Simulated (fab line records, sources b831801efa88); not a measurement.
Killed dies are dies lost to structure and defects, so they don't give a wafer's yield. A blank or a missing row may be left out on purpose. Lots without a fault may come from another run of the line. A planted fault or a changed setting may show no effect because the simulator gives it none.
Problem report in the 8D (eight disciplines) form, filled by code | flow sky130 | the parts of the form that need people (team, actions taken, sign-off) are left out

1. THE PROBLEM
SONOS_TUNNEL_OVL at SKY_SONOS_TUNNEL_OVL_MEAS_08 reads a mean of 260.2 nm on 6 wafers of 2 lots; wafers without a fault read 0.2 nm with a standard deviation of 1.5. That is +99 or more standard deviations from the usual mean.
First seen on wafer L819.1, day 16 22:13, on overlay-02. The record holds 42 wafers of 14 lots with a number at this step. Rule for "out", or "out of limits": more than 4 standard deviations from the usual mean. The other wafers with a number count as sound.

2. WHAT IT IS AND WHAT IT IS NOT
question                    | is                     | is not
which readings at this step | SONOS_TUNNEL_OVL       | -
which lots                  | L819, L825             | L803, L804, L805, L806, L810, L812, L814, L816, L818, L820, L822, L824
which wafers of those lots  | all that have a number | -
read on which gauges        | overlay-02             | overlay-01
when                        | from day 16 22:13      | up to then (27 sound wafers); but 9 sound wafers of L820, L822, L824 came after

3. SUSPECTS, AND WHAT RULES EACH OUT
Counting: a tool at a process step up to the reading stays a suspect if it ran every lot that is out and no sound lot after the first of them.
- the gauge at SKY_SONOS_TUNNEL_OVL_MEAS_08: ruled out. All the wafers that are out were read on overlay-02, but those of them that SKY_PAD_OPEN_PROBE_99 has rows for are out there too, on other tools.
- iline_stepper-01 at SKY_SONOS_TUNNEL_EXPOSE_04 (exposes mask TUNM, target cd 410 nm): kept. It ran every lot that is out, first L819 (day 16 08:10), and no sound lot after that; its last sound lot up to then is L818 (day 16 02:56).
Left after counting: iline_stepper-01 at SKY_SONOS_TUNNEL_EXPOSE_04.

4. THE CAUSE (what the simulator had put in)
Scanner matching overlay: iline_stepper-01, from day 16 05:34 on, at SKY_SONOS_TUNNEL_EXPOSE_04. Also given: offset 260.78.
Counting left only this tool.

5. THE CHAIN OF EFFECTS, in route order
Each row: a reading whose mean over the struck wafers that have a number lies more than 3 standard deviations from the usual. Only readings for which the record gives a usual standard deviation are gone through. hours: the time from each lot's start at the first step in this table that gives one to its start at this step, as a median over the lots. sigmas: the change in usual standard deviations.
hours | step                         | reading             | usual  | on struck wafers | change | sigmas
0     | SKY_SONOS_TUNNEL_OVL_MEAS_08 | SONOS_TUNNEL_OVL    | 0.2 nm | 260.2            | +260.1 | +99 or more
776   | SKY_PAD_OPEN_PROBE_99        | killed_at_front_end | 15     | 425              | +410   | +93
776   | SKY_PAD_OPEN_PROBE_99        | killed_dies         | 88     | 492              | +404   | +41
776   | SKY_PAD_OPEN_PROBE_99        | killed_on_rim       | 17     | 96               | +79    | +20
The process steps in it:
- SKY_PAD_OPEN_PROBE_99
Later measuring or inspecting steps at which every struck wafer that the step has a row for has a number for every such reading, and none has moved that far: SKY_LDD_P_OVL_MEAS_08, SKY_LDD_HVP_OVL_MEAS_07, SKY_SD_N_RS_MEAS_16.

6. WHAT WOULD HAVE CAUGHT IT SOONER
In this record the first reading out of limits at a measuring or inspecting step was taken at day 16 22:13, 17 hours after the fault began at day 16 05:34.
Of the lots that are out (2), L825 began SKY_SONOS_TUNNEL_EXPOSE_04 on iline_stepper-01 after day 16 22:13. A hold on the tool at that time would have spared it.
